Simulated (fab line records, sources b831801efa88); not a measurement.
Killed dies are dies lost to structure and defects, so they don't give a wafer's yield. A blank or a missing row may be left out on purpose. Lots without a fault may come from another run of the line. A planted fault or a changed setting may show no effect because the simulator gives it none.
fab line records | flow gf180mcu
record lots=24 wafers=72 last_day=34
route steps=602 shown V1@349 V2@387 M3@409
lots that met no fault: from a run of the same line without faults
start_h: hours from the record's first day to the start of the lot's first wafer shown | wait_h: hours since the lot's step before | " the same as in the row above | L1.1+2: a row that stands for several wafers | - no value, or no start given | * or withheld: withheld | < > ~ a bound
route shown NAME@n: a module of which the file shows steps, and the number in the route of the first | usual: mean/standard deviation of fault-free wafers | same: alike in all rows | chamber/n: place in a boat | sites: the reading at each site | _std_site: their standard deviation | _edge_site: outer sites' mean less inner sites' | radius_mm: how far each site lies from the wafer's centre | mask NAME#n: copy n | behind: the tool/chamber that last shaped the wafer | hold: why the lot was held/for how many hours/how that ended | device: the transistor (n, p or np) that didn't switch | end of line: the same wafers' tests at the end of the route | a step without rows: its recipe alone | killed: dies lost to structure and defects at the first sort, not the wafer's yield | map: a wafer's dies, x killed, . not, _ none there
set.NAME: the setting as run; set.NAME@STEP: as run at that earlier step | model.NAME: the simulator's own value behind a step, which no gauge read
steps of the route over a sample of lots; a table a step, a row a wafer
services: from which hour (start_h, from the record's first day; less than 0 if before it) a tool's chamber was out of use, for how many hours, and why
## steps
# step GF_V1_CD_MEAS_14
# recipe target_cd_nm=260
# usual cd_nm=259.9/1.2
# columns lot.wafer tool chamber start_h wait_h cd_nm
L074.1 cd_sem-02 - 407.64 0.1 260.4
L074.5 " - " " 261.1
L074.6 " - " " 261.9
L075.4 cd_sem-01 - 418.65 0.1 256.6
L075.5 " - " " 258.0
L075.6 " - " " 258.9
L076.2 cd_sem-02 - 429.86 0.1 258.7
L076.3 " - " " 259.1
L076.5 " - " " 259.1
L077.1 cd_sem-02 - 442.59 0.1 257.8
L077.3 " - " " 258.2
L077.5 " - " " 256.6
L078.3 cd_sem-02 - 451.68 0.1 262.0
L078.5 " - " " 261.0
L078.6 " - " " 260.1
L079.2 cd_sem-02 - 457.47 0.1 262.0
L079.4 " - " " 262.4
L079.6 " - " " 262.8
L080.2 cd_sem-02 - 467.27 0.1 259.8
L080.5 " - " " 257.8
L080.6 " - " " 259.6
L081.2 cd_sem-02 - 476.87 0.1 260.6
L081.3 " - " " 260.3
L081.6 " - " " 260.1
L082.1 cd_sem-01 - 486.79 0.1 260.6
L082.2 " - " " 261.4
L082.5 " - " " 262.0
L083.2 cd_sem-01 - 494.06 0.1 259.4
L083.3 " - " " 260.4
L083.6 " - " " 259.7
L084.1 cd_sem-01 - 504.28 0.1 259.8
L084.2 " - " " 260.7
L084.3 " - " " 261.8
L085.3 cd_sem-01 - 516.08 0.1 260.8
L085.5 " - " " 259.7
L085.6 " - " " 259.1
L086.1 cd_sem-02 - 519.84 0.1 259.5
L086.2 " - " " 259.9
L086.4 " - " " 260.1
L087.2 cd_sem-02 - 526.51 0.1 259.7
L087.5 " - " " 260.4
L087.6 " - " " 261.1
L088.2 cd_sem-01 - 536.96 0.1 258.8
L088.3 " - " " 258.9
L088.5 " - " " 259.7
L089.1 cd_sem-02 - 545.45 0.1 259.0
L089.2 " - " " 259.5
L089.3 " - " " 259.4
L090.2 cd_sem-02 - 553.02 0.1 260.9
L090.4 " - " " 260.3
L090.5 " - " " 259.3
L091.3 cd_sem-02 - 561.78 0.1 259.4
L091.4 " - " " 259.4
L091.6 " - " " 259.4
L092.2 cd_sem-02 - 573.47 0.1 259.8
L092.4 " - " " 258.0
L092.6 " - " " 258.7
L093.2 cd_sem-02 - 574.50 0.1 259.0
L093.4 " - " " 260.5
L093.5 " - " " 259.2
L094.2 cd_sem-02 - 580.72 0.1 260.3
L094.5 " - " " 261.1
L094.6 " - " " 259.5
L095.1 cd_sem-01 - 590.54 0.1 260.0
L095.3 " - " " 260.0
L095.6 " - " " 259.0
L096.3 cd_sem-01 - 595.48 0.1 261.2
L096.4 " - " " 260.7
L096.6 " - " " 261.0
L097.1 cd_sem-01 - 603.28 0.1 260.5
L097.5 " - " " 259.9
L097.6 " - " " 260.2
# step GF_V1_RS_MEAS_24
# recipe thk_meas_gauge=four-point-probe reads=W_of_V1_CVD_23+TiN_of_V1_SPUTTER_22+Ti_of_V1_SPUTTER_21
# usual V1_W_RS=0.3268/0.0025
# columns lot.wafer tool chamber start_h wait_h V1_W_RS[ohm/sq]
L074.1 film_metro-01 - 409.18 0.1 0.3293
L074.5 " - " " 0.3273
L074.6 " - " " 0.3259
L075.4 film_metro-01 - 420.03 0.1 0.3227
L075.5 " - " " 0.3211
L075.6 " - " " 0.3219
L076.2 film_metro-01 - 431.00 0.2 0.3289
L076.3 " - " " 0.3281
L076.5 " - " " 0.3288
L077.1 film_metro-01 - 443.73 0.2 0.3240
L077.3 " - " " 0.3246
L077.5 " - " " 0.3257
L078.3 film_metro-01 - 452.74 0.1 0.3238
L078.5 " - " " 0.3277
L078.6 " - " " 0.3247
L079.2 film_metro-01 - 458.53 0.1 0.3262
L079.4 " - " " 0.3278
L079.6 " - " " 0.3264
L080.2 film_metro-01 - 468.30 0.1 0.3244
L080.5 " - " " 0.3252
L080.6 " - " " 0.3253
L081.2 film_metro-04 - 477.93 0.1 0.3278
L081.3 " - " " 0.3264
L081.6 " - " " 0.3260
L082.1 film_metro-04 - 487.83 0.1 0.3268
L082.2 " - " " 0.3268
L082.5 " - " " 0.3266
L083.2 film_metro-03 - 495.09 0.1 0.3245
L083.3 " - " " 0.3241
L083.6 " - " " 0.3254
L084.1 film_metro-03 - 505.67 0.1 0.3282
L084.2 " - " " 0.3282
L084.3 " - " " 0.3258
L085.3 film_metro-04 - 517.15 0.1 0.3226
L085.5 " - " " 0.3236
L085.6 " - " " 0.3289
L086.1 film_metro-01 - 520.97 0.1 0.3329
L086.2 " - " " 0.3299
L086.4 " - " " 0.3315
L087.2 film_metro-03 - 527.55 0.1 0.3274
L087.5 " - " " 0.3268
L087.6 " - " " 0.3275
L088.2 film_metro-03 - 537.99 0.1 0.3259
L088.3 " - " " 0.3266
L088.5 " - " " 0.3291
L089.1 film_metro-04 - 546.48 0.1 0.3274
L089.2 " - " " 0.3298
L089.3 " - " " 0.3223
L090.2 film_metro-03 - 554.39 0.1 0.3215
L090.4 " - " " 0.3217
L090.5 " - " " 0.3243
L091.3 film_metro-04 - 562.81 0.1 0.3233
L091.4 " - " " 0.3292
L091.6 " - " " 0.3231
L092.2 film_metro-03 - 574.54 0.1 0.3307
L092.4 " - " " 0.3308
L092.6 " - " " 0.3302
L093.2 film_metro-03 - 575.57 0.1 0.3291
L093.4 " - " " 0.3262
L093.5 " - " " 0.3257
L094.2 film_metro-01 - 581.87 0.1 0.3255
L094.5 " - " " 0.3278
L094.6 " - " " 0.3228
L095.1 film_metro-01 - 591.57 0.1 0.3307
L095.3 " - " " 0.3307
L095.6 " - " " 0.3337
L096.3 film_metro-03 - 596.51 0.1 0.3263
L096.4 " - " " 0.3239
L096.6 " - " " 0.3267
L097.1 film_metro-01 - 604.31 0.1 0.3283
L097.5 " - " " 0.3310
L097.6 " - " " 0.3305
# step GF_V2_BOW_MEAS_05
# recipe mode=bow
# usual V2_BOW=100/8.7
# columns lot.wafer tool chamber start_h wait_h V2_BOW[um]
L074.1 film_metro-04 - 435.23 0.1 108
L074.5 " - " " 115
L074.6 " - " " 106
L075.4 film_metro-02 - 446.10 0.2 113
L075.5 " - " " 111
L075.6 " - " " 109
L076.2 film_metro-02 - 456.51 0.2 97
L076.3 " - " " 95
L076.5 " - " " 101
L077.1 film_metro-04 - 470.73 0.1 90
L077.3 " - " " 108
L077.5 " - " " 110
L078.3 film_metro-04 - 479.32 0.2 94
L078.5 " - " " 88
L078.6 " - " " 80
L079.2 film_metro-02 - 484.70 0.1 98
L079.4 " - " " 96
L079.6 " - " " 93
L080.2 film_metro-01 - 494.18 0.2 101
L080.5 " - " " 83
L080.6 " - " " 80
L081.2 film_metro-01 - 504.35 0.1 105
L081.3 " - " " 103
L081.6 " - " " 89
L082.1 film_metro-01 - 513.63 0.2 102
L082.2 " - " " 97
L082.5 " - " " 99
L083.2 film_metro-04 - 520.82 0.2 101
L083.3 " - " " 104
L083.6 " - " " 90
L084.1 film_metro-02 - 530.95 0.2 100
L084.2 " - " " 112
L084.3 " - " " 95
L085.3 film_metro-04 - 541.67 0.1 96
L085.5 " - " " 90
L085.6 " - " " 103
L086.1 film_metro-02 - 545.79 0.2 97
L086.2 " - " " 97
L086.4 " - " " 92
L087.2 film_metro-02 - 552.42 0.2 96
L087.5 " - " " 100
L087.6 " - " " 93
L088.2 film_metro-04 - 562.49 0.1 122
L088.3 " - " " 95
L088.5 " - " " 107
L089.1 film_metro-02 - 570.66 0.2 107
L089.2 " - " " 97
L089.3 " - " " 88
L090.2 film_metro-04 - 578.36 0.1 106
L090.4 " - " " 112
L090.5 " - " " 117
L091.3 film_metro-04 - 586.55 0.2 115
L091.4 " - " " 115
L091.6 " - " " 103
L093.2 film_metro-04 - 598.60 0.2 84
L093.4 " - " " 103
L093.5 " - " " 82
L092.2 film_metro-02 - 598.85 0.2 106
L092.4 " - " " 100
L092.6 " - " " 106
L094.2 film_metro-02 - 605.41 0.2 102
L094.5 " - " " 99
L094.6 " - " " 102
L095.1 film_metro-01 - 614.53 0.2 102
L095.3 " - " " 112
L095.6 " - " " 100
L096.3 film_metro-04 - 619.07 0.2 103
L096.4 " - " " 107
L096.6 " - " " 100
L097.1 film_metro-04 - 627.31 0.2 95
L097.5 " - " " 98
L097.6 " - " " 91
# step GF_V2_ETCH_17
# recipe chemistry=C4F8/O2/Ar mask_material=KrF target=SiO2 stop_on=TiN source_w=1500 bias_w=1200 pressure_mtorr=40 c4f8_flow_sccm=withheld O2_flow_sccm=6 Ar_flow_sccm=300 time_s=withheld target_depth_a=6300
# usual oes_product_au=0.856/0.0044
# columns lot.wafer tool chamber start_h wait_h oes_product_au
L074.1 rie_diel-02 3 - - 0.859
L074.5 " 0 " " 0.853
L074.6 " 1 " " 0.858
L075.4 rie_diel-03 2 - - 0.853
L075.5 " 2 " " 0.852
L075.6 " 1 " " 0.854
L076.2 rie_diel-01 3 - - 0.861
L076.3 " 1 " " 0.854
L076.5 " 3 " " 0.863
L077.1 rie_diel-02 2 - - 0.861
L077.3 " 2 " " 0.859
L077.5 " 2 " " 0.850
L078.3 rie_diel-02 2 - - 0.856
L078.5 " 2 " " 0.855
L078.6 " 3 " " 0.860
L079.2 rie_diel-01 1 - - 0.865
L079.4 " 0 " " 0.851
L079.6 " 3 " " 0.855
L080.2 rie_diel-01 0 - - 0.850
L080.5 " 0 " " 0.852
L080.6 " 1 " " 0.852
L081.2 rie_diel-02 3 - - 0.853
L081.3 " 2 " " 0.859
L081.6 " 3 " " 0.848
L082.1 rie_diel-02 0 - - 0.849
L082.2 " 3 " " 0.862
L082.5 " 3 " " 0.856
L083.2 rie_diel-03 2 - - 0.852
L083.3 " 1 " " 0.853
L083.6 " 1 " " 0.858
L084.1 rie_diel-02 1 - - 0.853
L084.2 " 2 " " 0.862
L084.3 " 3 " " 0.855
L085.3 rie_diel-01 3 - - 0.859
L085.5 " 0 " " 0.858
L085.6 " 3 " " 0.853
L086.1 rie_diel-02 2 - - 0.859
L086.2 " 3 " " 0.843
L086.4 " 1 " " 0.854
L087.2 rie_diel-01 0 - - 0.859
L087.5 " 3 " " 0.853
L087.6 " 2 " " 0.845
L088.2 rie_diel-01 3 - - 0.853
L088.3 " 1 " " 0.855
L088.5 " 0 " " 0.858
L089.1 rie_diel-03 2 - - 0.855
L089.2 " 0 " " 0.849
L089.3 " 3 " " 0.850
L090.2 rie_diel-03 2 - - 0.846
L090.4 " 0 " " 0.854
L090.5 " 3 " " 0.863
L091.3 rie_diel-03 1 - - 0.855
L091.4 " 2 " " 0.852
L091.6 " 1 " " 0.857
L093.2 rie_diel-03 3 - - 0.857
L093.4 " 2 " " 0.858
L093.5 " 2 " " 0.858
L092.2 rie_diel-01 1 - - 0.854
L092.4 " 0 " " 0.857
L092.6 " 0 " " 0.856
L094.2 rie_diel-02 2 - - 0.861
L094.5 " 2 " " 0.861
L094.6 " 3 " " 0.854
L095.1 rie_diel-03 2 - - 0.859
L095.3 " 0 " " 0.853
L095.6 " 0 " " 0.853
L096.3 rie_diel-03 0 - - 0.859
L096.4 " 3 " " 0.849
L096.6 " 2 " " 0.860
L097.1 rie_diel-01 2 - - 0.856
L097.5 " 3 " " 0.853
L097.6 " 2 " " 0.858
# step GF_M3_SPUTTER_00
# recipe material=Ti target_thk_nm=37.5 arriving_ion_energy_ev=80 substrate_temp_c=200 chamber_pressure_pa=2 power_w=4000 time_s=150
# usual throttle_valve_pct=29.5/0.97
# columns lot.wafer tool chamber start_h wait_h throttle_valve_pct
L074.1 pvd_sputter-03 - 461.01 0.1 30.4
L074.5 " - " " 28.7
L074.6 " - " " 30.0
L075.4 pvd_sputter-03 - 472.28 0.1 28.6
L075.5 " - " " 30.0
L075.6 " - " " 28.8
L076.2 pvd_sputter-02 - 482.56 0.1 32.3
L076.3 " - " " 27.7
L076.5 " - " " 32.0
L077.1 pvd_sputter-03 - 496.42 0.2 30.1
L077.3 " - " " 28.8
L077.5 " - " " 30.1
L078.3 pvd_sputter-03 - 504.76 0.2 28.9
L078.5 " - " " 30.3
L078.6 " - " " 28.9
L079.2 pvd_sputter-03 - 510.36 0.1 30.2
L079.4 " - " " 28.6
L079.6 " - " " 30.1
L080.2 pvd_sputter-02 - 519.35 0.2 27.4
L080.5 " - " " 29.2
L080.6 " - " " 27.7
L081.2 pvd_sputter-03 - 529.70 0.1 30.3
L081.3 " - " " 30.1
L081.6 " - " " 28.5
L082.1 pvd_sputter-03 - 538.25 0.2 28.8
L082.2 " - " " 28.4
L082.5 " - " " 30.0
L083.2 pvd_sputter-03 - 544.55 0.2 28.7
L083.3 " - " " 30.2
L083.6 " - " " 28.8
L084.1 pvd_sputter-03 - 556.15 0.1 28.7
L084.2 " - " " 30.1
L084.3 " - " " 28.8
L085.3 pvd_sputter-01 - 565.50 0.1 29.6
L085.5 " - " " 29.5
L085.6 " - " " 30.1
L086.1 pvd_sputter-03 - 569.26 0.2 30.2
L086.2 " - " " 29.0
L086.4 " - " " 28.7
L087.2 pvd_sputter-02 - 575.73 0.2 29.7
L087.5 " - " " 27.5
L087.6 " - " " 32.3
L088.2 pvd_sputter-01 - 585.94 0.1 30.4
L088.3 " - " " 30.1
L088.5 " - " " 30.5
L089.1 pvd_sputter-01 - 594.05 0.1 28.1
L089.2 " - " " 29.6
L089.3 " - " " 30.2
L090.2 pvd_sputter-01 - 601.09 0.1 30.1
L090.4 " - " " 28.6
L090.5 " - " " 30.3
L091.3 pvd_sputter-02 - 609.40 0.2 32.1
L091.4 " - " " 29.2
L091.6 " - " " 27.4
L093.2 pvd_sputter-01 - 621.20 0.2 28.2
L093.4 " - " " 30.0
L093.5 " - " " 28.2
L092.2 pvd_sputter-03 - 621.67 0.2 30.1
L092.4 " - " " 30.2
L092.6 " - " " 28.6
L094.2 pvd_sputter-03 - 628.20 0.2 29.0
L094.5 " - " " 28.7
L094.6 " - " " 30.0
L095.1 pvd_sputter-01 - 636.43 0.1 28.2
L095.3 " - " " 30.1
L095.6 " - " " 29.3
L096.3 pvd_sputter-03 - 640.61 0.1 30.0
L096.4 " - " " 29.1
L096.6 " - " " 30.2
L097.1 pvd_sputter-03 - 648.72 0.1 30.0
L097.5 " - " " 29.0
L097.6 " - " " 30.2
# step GF_M3_SPUTTER_04
# recipe material=TiN target_thk_nm=50 power_w=6500 time_s=41.7 chamber_pressure_pa=0.4
# usual throttle_valve_pct=29.5/0.98
# columns lot.wafer tool chamber start_h wait_h throttle_valve_pct
L074.1 pvd_sputter-03 - 461.19 0.0 30.1
L074.5 " - " " 28.9
L074.6 " - " " 29.9
L075.4 pvd_sputter-03 - 472.46 0.0 28.7
L075.5 " - " " 30.3
L075.6 " - " " 29.0
L076.2 pvd_sputter-02 - 482.74 0.0 32.0
L076.3 " - " " 27.8
L076.5 " - " " 32.3
L077.1 pvd_sputter-03 - 496.60 0.0 30.1
L077.3 " - " " 28.4
L077.5 " - " " 30.1
L078.3 pvd_sputter-03 - 504.97 0.0 28.7
L078.5 " - " " 30.1
L078.6 " - " " 28.9
L079.2 pvd_sputter-03 - 510.57 0.0 30.2
L079.4 " - " " 28.7
L079.6 " - " " 30.0
L080.2 pvd_sputter-02 - 519.53 0.0 27.6
L080.5 " - " " 29.6
L080.6 " - " " 27.6
L081.2 pvd_sputter-03 - 529.88 0.0 30.2
L081.3 " - " " 30.0
L081.6 " - " " 28.8
L082.1 pvd_sputter-03 - 538.43 0.0 28.9
L082.2 " - " " 28.4
L082.5 " - " " 30.2
L083.2 pvd_sputter-03 - 544.74 0.0 28.8
L083.3 " - " " 30.3
L083.6 " - " " 28.8
L084.1 pvd_sputter-03 - 556.33 0.0 28.8
L084.2 " - " " 30.1
L084.3 " - " " 29.2
L085.3 pvd_sputter-01 - 565.68 0.0 29.2
L085.5 " - " " 29.4
L085.6 " - " " 30.1
L086.1 pvd_sputter-03 - 569.44 0.0 30.2
L086.2 " - " " 28.8
L086.4 " - " " 28.5
L087.2 pvd_sputter-02 - 575.91 0.0 29.5
L087.5 " - " " 28.0
L087.6 " - " " 32.3
L088.2 pvd_sputter-01 - 586.12 0.0 30.6
L088.3 " - " " 30.2
L088.5 " - " " 30.5
L089.1 pvd_sputter-01 - 594.23 0.0 28.2
L089.2 " - " " 29.3
L089.3 " - " " 29.9
L090.2 pvd_sputter-01 - 601.28 0.0 30.0
L090.4 " - " " 28.2
L090.5 " - " " 30.2
L091.3 pvd_sputter-02 - 609.58 0.0 32.2
L091.4 " - " " 29.1
L091.6 " - " " 27.5
L093.2 pvd_sputter-01 - 621.38 0.0 28.2
L093.4 " - " " 29.9
L093.5 " - " " 28.3
L092.2 pvd_sputter-03 - 621.85 0.0 30.0
L092.4 " - " " 30.4
L092.6 " - " " 28.8
L094.2 pvd_sputter-03 - 628.38 0.0 28.7
L094.5 " - " " 28.9
L094.6 " - " " 30.0
L095.1 pvd_sputter-01 - 636.61 0.0 28.2
L095.3 " - " " 30.1
L095.6 " - " " 29.3
L096.3 pvd_sputter-03 - 640.79 0.0 30.2
L096.4 " - " " 29.1
L096.6 " - " " 30.1
L097.1 pvd_sputter-03 - 648.90 0.0 30.3
L097.5 " - " " 28.8
L097.6 " - " " 30.2
## services
# columns tool chamber start_h hours kind
rie_diel-01 1 445.18 10.3 repair
pvd_sputter-02 - 448.27 5.3 repair
rie_diel-03 - 451.38 14.6 pm
rie_diel-02 0 460.99 6.2 repair
rie_diel-01 - 466.15 4.3 pm
rie_diel-02 2 475.80 - clean
rie_diel-02 1 476.22 3.2 repair
rie_diel-02 0 480.86 22.8 repair
pvd_sputter-01 - 481.81 53.1 repair
rie_diel-02 3 487.05 9.5 repair
pvd_sputter-02 - 495.62 2.7 repair
pvd_sputter-01 - 548.92 3.1 repair
pvd_sputter-03 3 593.77 - consumable_replace:kit
pvd_sputter-03 3 593.77 18.0 scheduled_down
pvd_sputter-03 3 593.77 18.0 vent_cycle
rie_diel-02 - 610.40 14.6 pm
pvd_sputter-02 - 626.83 23.9 repair
pvd_sputter-01 - 626.92 1.7 repair
pvd_sputter-01 2 637.54 - consumable_replace:kit
pvd_sputter-01 2 637.54 18.0 scheduled_down
pvd_sputter-01 2 637.54 18.0 vent_cycle
pvd_sputter-02 - 639.47 1.6 repair
rie_diel-01 1 641.60 5.7 repair
pvd_sputter-01 - 641.67 7.1 repair
## key
fault none
